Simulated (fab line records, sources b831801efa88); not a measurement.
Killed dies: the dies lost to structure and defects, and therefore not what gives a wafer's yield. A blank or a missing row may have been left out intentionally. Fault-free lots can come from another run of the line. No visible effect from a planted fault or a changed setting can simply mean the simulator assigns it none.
Which tool was responsible? ; flow gf180mcu ; route of 602 steps, sampled at 1 step: 7 lots, 21 wafers

## WHAT THE GAUGES SHOWED, per wafer
GF_HV_LDD_OVL_MEAS_32.
lot;measured;on;HV_LDD_02_OVL (nm)
L160;day 12 14:37;overlay-01;-0.9 0.9 0.9
L163;day 13 14:43;overlay-01;2.0 -0.2 0.8
L165;day 13 15:38;overlay-02;-3.0 -1.7 -1.9
L169;day 15 01:11;overlay-02;-1.0 1.0 -1.7
L171;day 16 08:55;overlay-01;0.7 1.7 2.3
L178;day 18 09:55;overlay-01;-0.9 0.4 0.2
L181;day 19 10:11;overlay-02;-1.7 0.9 2.4

## WHICH TOOL RAN EACH LOT (tool, then ch and the chambers of the sampled wafers, then the start)
No process step before these readings appears in the record.

## THE ANSWER, worked out from the rows above alone
Rule: usual is defined by the lots themselves. The widest of any qualifying gaps counts: lots, ordered by their means at a reading, are off when they make up no more than a third of the lots, leave a main group of 4 or more, and stand apart from it by 3 or more times the standard deviation of that group's means. A main group is skipped when, at the precision printed for the reading in the tables above, its means are all equal. Also off: a lot with no number at a reading for which 4 or more lots have one. Where the step has rows for the other lots, those lots are counted as sound.
Across all readings shown, no lot is off: no conclusion can be drawn from this.

## WHAT THE SIMULATOR HAD PUT IN
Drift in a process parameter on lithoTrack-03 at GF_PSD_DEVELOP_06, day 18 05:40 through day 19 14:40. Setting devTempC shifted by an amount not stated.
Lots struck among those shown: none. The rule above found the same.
